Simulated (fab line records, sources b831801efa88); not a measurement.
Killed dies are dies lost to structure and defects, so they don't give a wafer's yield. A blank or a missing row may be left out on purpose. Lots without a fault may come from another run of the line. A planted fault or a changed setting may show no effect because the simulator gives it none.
Which tool did it? | flow gf180mcu | 14 lots, 42 wafers sampled, at 6 steps of a route of 602

WHAT THE GAUGES READ, wafer by wafer
GF_VT_IMPLANT_OVL_MEAS_29. Usual: VT_IMPLANT_02_OVL -0.3 nm, standard deviation 1.5.
lot  | measured     | on         | VT_IMPLANT_02_OVL (nm) | flag
L579 | day 7 09:16  | overlay-01 | -2.4 -0.8 0.5          |
L580 | day 7 15:29  | overlay-01 | -1.6 -0.4 -0.5         |
L582 | day 8 05:46  | overlay-01 | -2.4 -1.4 -0.8         |
L583 | day 8 12:19  | overlay-02 | 0.7 -1.0 0.2           |
L584 | day 8 18:13  | overlay-02 | 1.7 1.6 0.3            |
L586 | day 9 08:01  | overlay-01 | -0.6 0.0 0.3           |
L588 | day 9 21:22  | overlay-01 | -1.3 1.3 1.0           |
L590 | day 10 09:07 | overlay-01 | -2.2 -3.0 -1.6         |
L591 | day 10 16:07 | overlay-01 | -0.4 -1.0 -0.1         |
L592 | day 10 22:47 | overlay-01 | -1.5 -0.2 -1.1         |
L593 | day 11 08:16 | overlay-02 | 0.6 0.1 0.6            |
L594 | day 11 13:07 | overlay-01 | 0.2 1.6 0.8            |
L595 | day 11 22:01 | overlay-01 | 1.5 0.9 0.0            |
L598 | day 12 14:42 | overlay-02 | -0.4 0.3 -1.1          |

GF_DUAL_GATE_OVL_MEAS_11. Usual: DUAL_GATE_OVL -0.5 nm, standard deviation 1.3.
lot  | measured     | on         | DUAL_GATE_OVL (nm) | flag
L579 | day 8 21:03  | overlay-02 | -2.1 -1.7 -2.5     |
L580 | day 9 05:54  | overlay-01 | 0.6 0.5 0.1        |
L582 | day 9 19:13  | overlay-02 | -1.6 -0.9 -0.7     |
L583 | day 10 00:13 | overlay-01 | 1.5 0.9 0.4        |
L584 | day 10 08:12 | overlay-01 | 0.9 0.3 -0.5       |
L586 | day 10 22:01 | overlay-01 | 1.8 -0.7 0.4       |
L588 | day 11 13:16 | overlay-02 | 0.4 1.0 0.3        |
L590 | day 12 00:12 | overlay-02 | -2.5 -1.4 -0.3     |
L591 | day 12 08:32 | overlay-01 | -0.5 -3.8 -0.8     |
L592 | day 12 15:45 | overlay-02 | -0.4 0.6 0.6       |
L593 | day 13 01:02 | overlay-02 | -1.4 -0.1 0.3      |
L594 | day 13 07:48 | overlay-01 | -0.4 -0.1 -0.2     |
L595 | day 13 17:13 | overlay-02 | -0.2 0.2 -0.8      |
L598 | day 14 09:54 | overlay-01 | 0.5 -0.3 -0.5      |

GF_POLY_GATE_THK_MEAS_01. Usual: POLY_GATE_CVD_00_THK 200.6 nm, standard deviation 1.8.
lot  | measured     | on            | POLY_GATE_CVD_00_THK (nm) | flag
L579 | day 9 01:10  | film_metro-04 | 199.7 198.7 199.5         |
L580 | day 9 09:03  | film_metro-04 | 202.1 200.9 200.5         |
L582 | day 9 22:41  | film_metro-04 | 202.0 201.0 201.6         |
L583 | day 10 03:31 | film_metro-03 | 202.3 203.0 201.5         |
L584 | day 10 11:21 | film_metro-02 | 202.2 201.3 202.9         |
L586 | day 11 01:22 | film_metro-03 | 200.6 202.4 201.9         |
L588 | day 11 16:41 | film_metro-04 | 201.0 200.4 199.8         |
L590 | day 12 03:22 | film_metro-03 | 200.3 198.3 198.4         |
L591 | day 12 12:48 | film_metro-04 | 199.0 199.7 198.4         |
L592 | day 12 20:43 | film_metro-04 | 198.1 201.9 199.5         |
L593 | day 13 04:32 | film_metro-02 | 198.9 198.0 200.0         |
L594 | day 13 11:25 | film_metro-03 | 204.7 202.4 199.5         |
L595 | day 13 21:25 | film_metro-02 | 60.2 61.6 59.3            | OFF
L598 | day 14 14:04 | film_metro-04 | 59.1 58.7 59.9            | OFF

GF_HV_LDD_OVL_MEAS_08. Usual: HV_LDD_OVL -0.3 nm, standard deviation 1.6.
lot  | measured     | on         | HV_LDD_OVL (nm) | flag
L579 | day 10 13:47 | overlay-01 | 0.2 0.4 1.0     |
L580 | day 10 23:31 | overlay-01 | 1.1 -0.6 0.1    |
L582 | day 11 13:46 | overlay-01 | -1.1 -1.7 -1.8  |
L583 | day 11 18:11 | overlay-02 | 1.4 0.6 0.3     |
L584 | day 12 03:08 | overlay-01 | 0.5 0.1 0.6     |
L586 | day 12 17:13 | overlay-01 | -2.9 -2.6 -2.9  |
L588 | day 13 10:22 | overlay-02 | 1.3 -1.0 -0.2   |
L590 | day 13 21:35 | overlay-01 | 0.0 0.0 -0.3    |
L591 | day 14 07:13 | overlay-01 | 1.3 0.4 0.4     |
L592 | day 14 15:01 | overlay-01 | -4.9 -4.8 -5.0  |
L593 | day 14 23:31 | overlay-02 | -1.0 1.8 -1.8   |
L594 | day 15 06:34 | overlay-02 | 0.5 -1.2 0.3    |
L595 | day 15 18:38 | overlay-02 | -0.2 0.3 1.1    |
L598 | day 16 11:37 | overlay-02 | -1.6 -3.9 -2.1  |

WHICH TOOL RAN EACH LOT (tool, then ch and the chambers of the sampled wafers, then the start)
lot  | GF_POLY_GATE_CVD_00         | GF_POLY_GATE_ETCH_13
L579 | lpcvd-01 ch 1, day 8 23:49  | rie_si-02 ch 1,3, day 9 18:19
L580 | lpcvd-02 ch 1, day 9 07:43  | rie_si-01 ch 0,1,3, day 10 02:40
L582 | lpcvd-02 ch 1, day 9 21:20  | rie_si-02 ch 0,1,3, day 10 17:07
L583 | lpcvd-02 ch 0, day 10 02:10 | rie_si-02 ch 2,3, day 10 21:41
L584 | lpcvd-02 ch 0, day 10 10:01 | rie_si-02 ch 1,3, day 11 06:13
L586 | lpcvd-02 ch 1, day 11 00:01 | rie_si-01 ch 0,1, day 11 20:22
L588 | lpcvd-02 ch 0, day 11 15:20 | rie_si-02 ch 0,3, day 12 11:58
L590 | lpcvd-01 ch 0, day 12 02:02 | rie_si-02 ch 1,2, day 12 23:13
L591 | lpcvd-02 ch 1, day 12 11:28 | rie_si-01 ch 0,2,3, day 13 09:25
L592 | lpcvd-02 ch 0, day 12 19:23 | rie_si-01 ch 0,1,3, day 13 17:16
L593 | lpcvd-01 ch 0, day 13 03:12 | rie_si-02 ch 1,3, day 14 00:57
L594 | lpcvd-02 ch 1, day 13 10:04 | rie_si-01 ch 1,2,3, day 14 07:07
L595 | lpcvd-01 ch 0, day 13 20:04 | rie_si-02 ch 0,1,2, day 14 18:34
L598 | lpcvd-01 ch 0, day 14 12:43 | rie_si-02 ch 1,2,3, day 15 11:19
- GF_POLY_GATE_CVD_00: deposits poly-Si, target thk 200 nm, time 1200 s.
- GF_POLY_GATE_ETCH_13: etches poly-Si in HBr/Cl2, stops on SiO2, target depth 198.5 nm, time 69.6 s.

WHAT THE TOOLS THEMSELVES READ (means of the sampled wafers that have a number; where no wafer has one, the mark that the record gives instead)
GF_POLY_GATE_CVD_00. Usual: spike_tc_bottom_C 639.7 C, standard deviation 2.8; spike_tc_centre_C 620.8 C, standard deviation 1.3; spike_tc_lower_C 619.4 C, standard deviation 1.7; spike_tc_top_C 641.6 C, standard deviation 1.3; spike_tc_upper_C 620.3 C, standard deviation 1.4; susceptor_temp_C 620.1 C, standard deviation 0.33.
lot  | tool     | spike_tc_bottom_C (C) | spike_tc_centre_C (C) | spike_tc_lower_C (C) | spike_tc_top_C (C) | spike_tc_upper_C (C) | susceptor_temp_C (C) | flag
L579 | lpcvd-01 | 641.2                 | 619.6                 | 618.2                | 640.4              | 619.6                | 619.5                |
L580 | lpcvd-02 | 636.0                 | 620.9                 | 622.0                | 642.9              | 619.4                | 620.0                |
L582 | lpcvd-02 | 636.5                 | 619.9                 | 622.1                | 643.6              | 619.0                | 619.8                |
L583 | lpcvd-02 | 642.4                 | 621.7                 | 618.5                | 640.4              | 620.7                | 620.5                |
L584 | lpcvd-02 | 641.8                 | 620.5                 | 618.6                | 640.7              | 622.1                | 619.8                |
L586 | lpcvd-02 | 636.5                 | 620.2                 | 622.2                | 643.3              | 620.0                | 620.4                |
L588 | lpcvd-02 | 642.4                 | 621.9                 | 620.1                | 640.1              | 621.8                | 620.2                |
L590 | lpcvd-01 | 638.5                 | 622.6                 | 618.8                | 641.4              | 619.3                | 620.1                |
L591 | lpcvd-02 | 636.0                 | 620.0                 | 621.2                | 642.5              | 619.2                | 619.9                |
L592 | lpcvd-02 | 642.3                 | 620.7                 | 619.0                | 641.0              | 621.6                | 620.3                |
L593 | lpcvd-01 | 639.1                 | 622.3                 | 619.0                | 642.2              | 619.4                | 620.3                |
L594 | lpcvd-02 | 636.4                 | 619.3                 | 620.5                | 643.3              | 619.5                | 620.5                |
L595 | lpcvd-01 | 592.2                 | 573.1                 | 571.0                | 595.5              | 572.9                | 572.1                | OFF
L598 | lpcvd-01 | 592.0                 | 572.9                 | 570.9                | 596.7              | 572.2                | 572.5                | OFF

GF_POLY_GATE_ETCH_13. Usual: drypump_motor_current_A 5.9 A, standard deviation 0.4; oes_product_au 0.992 a.u., standard deviation 0.0071; rf_fwd_power_W 396.3 W, standard deviation 1.5; throttle_valve_pct 33.684 %, standard deviation 0.0094.
lot  | tool      | drypump_motor_current_A (A) | oes_product_au (a.u.) | rf_fwd_power_W (W) | throttle_valve_pct (%) | flag
L579 | rie_si-02 | 6.2                         | 0.991                 | 395.2              | 33.689                 |
L580 | rie_si-01 | 5.6                         | 0.992                 | 396.6              | 33.690                 |
L582 | rie_si-02 | 6.3                         | 0.993                 | 396.2              | 33.685                 |
L583 | rie_si-02 | 5.7                         | 0.987                 | 396.1              | 33.680                 |
L584 | rie_si-02 | 6.3                         | 0.991                 | 395.7              | 33.683                 |
L586 | rie_si-01 | 5.8                         | 0.994                 | 397.1              | 33.686                 |
L588 | rie_si-02 | 6.3                         | 0.994                 | 395.2              | 33.684                 |
L590 | rie_si-02 | 5.8                         | 0.987                 | 396.7              | 33.679                 |
L591 | rie_si-01 | 5.6                         | 0.988                 | 396.7              | 33.687                 |
L592 | rie_si-01 | 5.6                         | 0.992                 | 396.5              | 33.684                 |
L593 | rie_si-02 | 6.2                         | 0.987                 | 395.8              | 33.688                 |
L594 | rie_si-01 | 5.7                         | 0.992                 | 396.3              | 33.685                 |
L595 | rie_si-02 | 6.1                         | 0.493                 | 396.1              | 33.687                 | OFF
L598 | rie_si-02 | 6.0                         | 0.487                 | 396.8              | 33.688                 | OFF

THE ANSWER, worked out from the rows above alone
Rule: a lot is off if the mean of its wafers that have a number lies more than 3 standard deviations from the usual mean. A lot without any number at a reading at which 4 lots or more have one is off too. The other lots that the step has rows for count as sound. The gauges are gone through in route order, then the tools' own readings, and for those a lot's mean is taken as printed above. The first step at which some lot is off is used, and at that step the reading that is off furthest; a lot without a number counts as furthest.
Off: L595, L598, at GF_POLY_GATE_THK_MEAS_01 (POLY_GATE_CVD_00_THK).
A tool fits if, at a process step before that reading, it ran every lot that is off, and no sound lot after the first of them. The gauges at GF_POLY_GATE_THK_MEAS_01 aren't tried: what is off there is off at GF_POLY_GATE_CVD_00 too, on other tools, and a gauge's error can't cause that. One fits: lpcvd-01 at GF_POLY_GATE_CVD_00. Its last sound lot is L593 (day 13 03:12), its first lot that is off L595 (day 13 20:04): a fault that began between those two fits.
The tool's own readings at GF_POLY_GATE_CVD_00 bear it out: on the lots that are off they differ by more than 5 times the standard deviation of the sound lots' means. spike_tc_bottom_C reads 592.1 C there against 639.1 C on the sound lots; spike_tc_centre_C reads 573.0 C there against 620.8 C on the sound lots; spike_tc_lower_C reads 571.0 C there against 620.0 C on the sound lots; spike_tc_top_C reads 596.1 C there against 641.8 C on the sound lots; spike_tc_upper_C reads 572.5 C there against 620.1 C on the sound lots; susceptor_temp_C reads 572.3 C there against 620.1 C on the sound lots.

WHAT THE SIMULATOR HAD PUT IN
Process parameter drift: lpcvd-01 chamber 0, from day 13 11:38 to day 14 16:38, at GF_POLY_GATE_CVD_00. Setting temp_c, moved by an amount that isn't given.
Lots struck among those shown: L595, L598. The rule above found the same.
